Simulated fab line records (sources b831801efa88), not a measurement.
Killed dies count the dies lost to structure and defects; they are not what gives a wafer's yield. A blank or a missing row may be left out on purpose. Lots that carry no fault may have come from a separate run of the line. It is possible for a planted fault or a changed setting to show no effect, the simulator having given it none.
Split-lot study | flow sky130 | route with 708 steps; 5 lots, 23 wafers read

## ABOUT THE SPLIT
At SKY_SONOS_TUNNEL_COAT_02 (resist thk 1140 nm), the setting spin_rpm was moved away from the recipe's 3000 rpm on 10 of the 23 wafers read, by +2.8% to +4.6%. The other wafers ran this setting at the recipe's value.

The reading comes from the split's own step.

## THE READING
NOVOLAK_of_SONOS_TUNNEL_COAT_02.thk_nm (the simulator's own value, which no gauge read), in nm, at SKY_SONOS_TUNNEL_COAT_02 (resist thk 1140 nm). There is no usual value for it anywhere in the file. The 13 wafers here that ran the recipe average 1140 nm, standard deviation 4 nm.

wafer  | tool, chamber at the split | spin_rpm as run, rpm | against the recipe | NOVOLAK_of_SONOS_TUNNEL_COAT_02.thk_nm, nm | against lot-mates on the recipe
L076.2 | litho_track-02, 0          | 3000                 | recipe             | 1140                                       | -
L076.3 | litho_track-02, 0          | 3000                 | recipe             | 1138                                       | -
L076.4 | litho_track-02, 0          | 3000                 | recipe             | 1136                                       | -
L080.1 | litho_track-04, 0          | 3000                 | recipe             | 1139                                       | -
L080.2 | litho_track-04, 0          | 3137                 | +4.6%              | 1114                                       | -25
L080.4 | litho_track-04, 0          | 3137                 | +4.6%              | 1114                                       | -25
L080.3 | litho_track-04, 0          | 3000                 | recipe             | 1142                                       | -
L080.6 | litho_track-04, 0          | 3000                 | recipe             | 1136                                       | -
L081.1 | litho_track-04, 0          | 3084                 | +2.8%              | 1128                                       | -16
L081.2 | litho_track-04, 0          | 3000                 | recipe             | 1141                                       | -
L081.3 | litho_track-04, 0          | 3084                 | +2.8%              | 1127                                       | -16
L081.4 | litho_track-04, 0          | 3000                 | recipe             | 1146                                       | -
L081.5 | litho_track-04, 0          | 3084                 | +2.8%              | 1132                                       | -12
L082.1 | litho_track-01, 0          | 3000                 | recipe             | 1136                                       | -
L082.2 | litho_track-01, 0          | 3000                 | recipe             | 1135                                       | -
L082.3 | litho_track-01, 0          | 3000                 | recipe             | 1137                                       | -
L082.4 | litho_track-01, 0          | 3124                 | +4.1%              | 1115                                       | -21
L082.6 | litho_track-01, 0          | 3124                 | +4.1%              | 1117                                       | -19
L083.2 | litho_track-02, 0          | 3115                 | +3.8%              | 1124                                       | -22
L083.3 | litho_track-02, 0          | 3115                 | +3.8%              | 1125                                       | -22
L083.4 | litho_track-02, 0          | 3000                 | recipe             | 1147                                       | -
L083.5 | litho_track-02, 0          | 3115                 | +3.8%              | 1128                                       | -18
L083.6 | litho_track-02, 0          | 3000                 | recipe             | 1146                                       | -

THE FIT
A straight line over all 23 wafers: NOVOLAK_of_SONOS_TUNNEL_COAT_02.thk_nm changes by -4.89 nm for each +1% of spin_rpm; r = -0.92; the points scatter about the line by 4.2 nm.
The same after taking each lot's own level away (the mean of its wafers on the recipe; 23 wafers): -5.27 nm for each +1%; r = -0.98; scatter 1.9 nm.
According to that fit, moving spin_rpm by its largest amount changes the reading by 24 nm.
The span of the lots' own levels, 1136.0 to 1146.5 nm, comes to 2.6 times the standard deviation stated above.
So the lot-to-lot level changes the slope little: the two slopes agree.
Check: -23.9 nm against its lot-mates is what the line predicts for one of the wafers moved furthest among these (+4.6%) when that wafer is left out of the fit. It came out at -25 nm against them.

## THESE WAFERS: OTHER SPLITS
These wafers also went through other splits before the reading. Each is held against what the fit with the lots' levels taken away leaves over:
other split on the same wafers               | wafers away from the commonest value | r with NOVOLAK_of_SONOS_TUNNEL_COAT_02.thk_nm (lot level and that fit taken away)
SKY_FIELD_ISO_CVD_03 pressure_mtorr          | 10                                   | +0.17
SKY_FIELD_ISO_WET_ETCH_30 time_s             | 15                                   | -0.20
SKY_PWDE_SOFTBAKE_03 temp_c                  | 11                                   | -0.08
SKY_NWELL_SOFTBAKE_06 temp_c                 | 5                                    | -0.29
SKY_NWELL_IMPLANT_11 dose_cm2                | 2                                    | +0.00
SKY_VT_ADJUST_HVTP_DEVELOP_06 develop_time_s | 8                                    | +0.20
SKY_VT_ADJUST_HVTP_STRIP_10 pressure_mtorr   | 18                                   | -0.16
SKY_VT_ADJUST_LVTN_COAT_13 spin_rpm          | 5                                    | +0.02
SKY_VT_ADJUST_HVTR_EXPOSE_04 dose_mj         | 5                                    | +0.32

## THE FILE'S OWN FIT
NOVOLAK_of_SONOS_TUNNEL_COAT_02.thk_nm changes by -5.28 nm for each +1% of spin_rpm, r = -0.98.
